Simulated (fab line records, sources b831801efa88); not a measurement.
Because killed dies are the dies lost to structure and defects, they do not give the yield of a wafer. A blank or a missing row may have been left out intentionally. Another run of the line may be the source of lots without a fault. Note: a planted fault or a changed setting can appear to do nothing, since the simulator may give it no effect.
The tool behind it: which one?	flow sky130	10 lots with 30 wafers sampled at 7 steps, on a route of 708 steps

## WHAT EACH GAUGE READ, for each wafer
SKY_LOCAL_INTERCONNECT_RS_MEAS_01: measurement is done with a four-point probe.
lot	measured	on	LOCAL_INTERCONNECT_TIN_RS (ohm/sq)
L854	day 30 00:52	film metro-04	14.49 14.53 14.35
L856	day 30 21:32	film metro-03	14.24 14.16 14.16
L857	day 30 23:37	film metro-02	14.15 20.44 13.95
L864	day 33 16:26	film metro-02	13.92 13.98 14.08
L865	day 33 18:35	film metro-03	13.95 14.03 13.98
L866	day 34 08:39	film metro-04	14.03 13.93 13.98
L868	day 34 21:15	film metro-02	14.28 14.36 14.42
L869	day 34 23:32	film metro-04	14.60 14.47 14.58
L872	day 35 23:47	film metro-02	14.44 14.33 14.42
L873	day 36 06:42	film metro-04	14.06 14.07 14.01

SKY_LOCAL_INTERCONNECT_THK_MEAS_02: measures by xrf.
lot	measured	on	LOCAL_INTERCONNECT_TIN_THK (nm)
L854	day 30 00:58	film metro-04	96.8 96.8 98.5
L856	day 30 21:39	film metro-03	99.4 99.7 99.9
L857	day 30 23:43	film metro-02	100.4 70.7 101.4
L864	day 33 16:32	film metro-02	101.2 101.6 100.6
L865	day 33 18:43	film metro-03	101.3 101.4 101.1
L866	day 34 08:46	film metro-04	99.3 100.0 100.5
L868	day 34 21:22	film metro-02	98.9 99.1 98.5
L869	day 34 23:40	film metro-04	96.0 96.4 95.6
L872	day 35 23:53	film metro-02	98.5 98.7 98.6
L873	day 36 06:47	film metro-04	100.2 99.7 100.4

SKY_CONTACT_THK_MEAS_01.
lot	measured	on	CONTACT_CVD_00_THK (nm)
L854	day 31 05:31	film metro-01	73.6 75.4 74.3
L856	day 32 02:41	film metro-01	74.6 73.0 74.1
L857	day 32 04:01	film metro-01	75.0 76.5 76.4
L864	day 34 19:34	film metro-04	74.1 74.5 75.6
L865	day 34 21:58	film metro-01	74.1 73.7 74.7
L866	day 35 12:04	film metro-01	73.8 74.2 74.9
L868	day 36 00:16	film metro-03	74.8 74.6 75.7
L869	day 36 02:40	film metro-03	74.1 75.1 75.4
L872	day 37 02:50	film metro-03	75.0 76.5 76.8
L873	day 37 09:04	film metro-01	76.1 74.9 76.5

## WHICH TOOL RAN EACH LOT (tool, then ch and the chambers of the sampled wafers, then the start)
lot	SKY_LI_CONTACT_CMP_02	SKY_LOCAL_INTERCONNECT_SPUTTER_00	SKY_LOCAL_INTERCONNECT_METAL_ETCH_14	SKY_LOCAL_INTERCONNECT_STRIP_15
L854	cmp-01 ch 0,1,3, day 28 19:16	pvd sputter-04, day 30 00:47	rie metal-01 ch 0,1, day 31 04:47	plasma asher-04 ch 0,1, day 31 04:50
L856	cmp-01 ch 0,1,3, day 29 16:31	pvd sputter-01, day 30 21:28	rie metal-02 ch 0,1, day 32 01:58	plasma asher-04 ch 0,1, day 32 02:01
L857	cmp-02 ch 1,2,3, day 29 18:07	pvd sputter-04, day 30 23:32	rie metal-02 ch 0,1, day 32 03:20	plasma asher-04 ch 0,1, day 32 03:23
L864	cmp-01 ch 1,3, day 32 12:16	pvd sputter-01, day 33 16:20	rie metal-01 ch 0,1, day 34 18:53	plasma asher-02 ch 0,1, day 34 18:56
L865	cmp-01 ch 0,1,3, day 32 14:52	pvd sputter-01, day 33 18:32	rie metal-03 ch 0,1, day 34 21:17	plasma asher-04 ch 0,1, day 34 21:20
L866	cmp-01 ch 0,1,2, day 33 05:19	pvd sputter-01, day 34 08:35	rie metal-03 ch 0,1, day 35 11:20	plasma asher-02 ch 0,1, day 35 11:23
L868	cmp-01 ch 0,2,3, day 33 16:34	pvd sputter-04, day 34 21:10	rie metal-03 ch 0,1, day 35 23:32	plasma asher-04 ch 0,1, day 35 23:35
L869	cmp-01 ch 1,2,3, day 33 19:15	pvd sputter-03, day 34 23:29	rie metal-02 ch 0,1, day 36 01:56	plasma asher-04 ch 0,1, day 36 01:59
L872	cmp-02 ch 0,1, day 34 20:23	pvd sputter-03, day 35 23:41	rie metal-02 ch 0,1, day 37 02:10	plasma asher-03 ch 0,1, day 37 02:14
L873	cmp-01 ch 0,1,3, day 35 02:55	pvd sputter-01, day 36 06:35	rie metal-02 ch 0,1, day 37 08:23	plasma asher-03 ch 0,1, day 37 08:26
- SKY_LI_CONTACT_CMP_02: polishes PSG.
- SKY_LOCAL_INTERCONNECT_SPUTTER_00: material TiN, target thk 100 nm, time 83.3 s.
- SKY_LOCAL_INTERCONNECT_METAL_ETCH_14: etches TiN in Cl2/BCl3, stops on PSG, target depth 110 nm, time 31.4 s.
- SKY_LOCAL_INTERCONNECT_STRIP_15: strips in O2/N2.

## AS READ BY THE TOOLS THEMSELVES (means over the sampled wafers that have a number; for cases with no such wafer, the mark the record gives instead)
SKY_LI_CONTACT_CMP_02.
lot	tool	motor current A (A)	slurry filter dp kPa (kPa)	slurry flow ml min	time to endpoint s (s)
L854	cmp-01	12.3	13.55	149.7	33.2
L856	cmp-01	12.7	13.58	149.5	33.5
L857	cmp-02	11.2	13.36	150.3	34.2
L864	cmp-01	12.8	13.56	150.0	34.3
L865	cmp-01	12.2	13.45	150.1	31.7
L866	cmp-01	12.5	13.49	150.1	29.3
L868	cmp-01	12.5	13.43	149.6	29.2
L869	cmp-01	12.5	13.41	149.8	32.7
L872	cmp-02	12.8	13.57	150.1	28.7
L873	cmp-01	12.9	13.53	150.2	33.8

SKY_LOCAL_INTERCONNECT_SPUTTER_00.
lot	tool	throttle valve pct (%)
L854	pvd sputter-04	30.6
L856	pvd sputter-01	30.1
L857	pvd sputter-04	30.1
L864	pvd sputter-01	30.5
L865	pvd sputter-01	30.3
L866	pvd sputter-01	29.9
L868	pvd sputter-04	30.2
L869	pvd sputter-03	30.6
L872	pvd sputter-03	30.4
L873	pvd sputter-01	30.0

SKY_LOCAL_INTERCONNECT_METAL_ETCH_14.
lot	tool	drypump motor current A (A)	he backside leak sccm (sccm)	oes product au (a.u.)	throttle valve pct (%)
L854	rie metal-01	5.25	3.6	0.928	21.918
L856	rie metal-02	5.56	3.2	0.936	21.909
L857	rie metal-02	5.43	3.4	0.886	21.933
L864	rie metal-01	5.27	3.4	0.948	21.898
L865	rie metal-03	5.71	3.2	0.950	21.898
L866	rie metal-03	5.71	3.1	0.951	21.896
L868	rie metal-03	5.55	3.3	0.933	21.902
L869	rie metal-02	5.56	3.2	0.925	21.912
L872	rie metal-02	5.54	3.2	0.934	21.908
L873	rie metal-02	5.57	3.2	0.945	21.899

SKY_LOCAL_INTERCONNECT_STRIP_15.
lot	tool	drypump motor current A (A)	oes product au (a.u.)	strip time to endpoint s (s)
L854	plasma asher-04	6.03	0.427	4.683
L856	plasma asher-04	6.03	0.427	4.703
L857	plasma asher-04	6.04	0.425	4.712
L864	plasma asher-02	5.92	0.429	4.740
L865	plasma asher-04	6.15	0.436	4.718
L866	plasma asher-02	5.72	0.422	4.694
L868	plasma asher-04	6.16	0.425	4.717
L869	plasma asher-04	6.13	0.425	4.682
L872	plasma asher-03	5.72	0.427	4.701
L873	plasma asher-03	5.71	0.421	4.734

## THE ANSWER, worked out from the rows above alone
Rule: what is usual is taken from the lots themselves. The widest of any qualifying gaps counts: lots, ordered by their means at a reading, are off when they make up no more than a third of the lots, leave a main group of 4 or more, and stand apart from it by 3 or more times the standard deviation of that group's means. A main group whose means are all the same, to the digits that the tables above print for the reading, isn't used. A lot without any number at a reading at which 4 lots or more have one is off too. All remaining lots with rows at the step are treated as sound. The gauges are gone through in route order, then the tools' own readings, and for those a lot's mean is taken as printed above. The first step at which some lot is off is used, and at that step the reading that is off furthest; a lot without a number counts as furthest.
Off: L857, seen at SKY_LOCAL_INTERCONNECT_RS_MEAS_01 (LOCAL_INTERCONNECT_TIN_RS). For the main group the mean is 14.22 ohm/sq and the standard deviation 0.21.
A tool fits if, at a process step before that reading, it ran every lot that is off, and no sound lot after the first of them. Not tried: the gauges at SKY_LOCAL_INTERCONNECT_RS_MEAS_01; whatever is off there is also off at SKY_LI_CONTACT_CMP_02, on other tools, and gauge error can't account for it. None of those tried fits.

## WHAT THE SIMULATOR HAD PUT IN
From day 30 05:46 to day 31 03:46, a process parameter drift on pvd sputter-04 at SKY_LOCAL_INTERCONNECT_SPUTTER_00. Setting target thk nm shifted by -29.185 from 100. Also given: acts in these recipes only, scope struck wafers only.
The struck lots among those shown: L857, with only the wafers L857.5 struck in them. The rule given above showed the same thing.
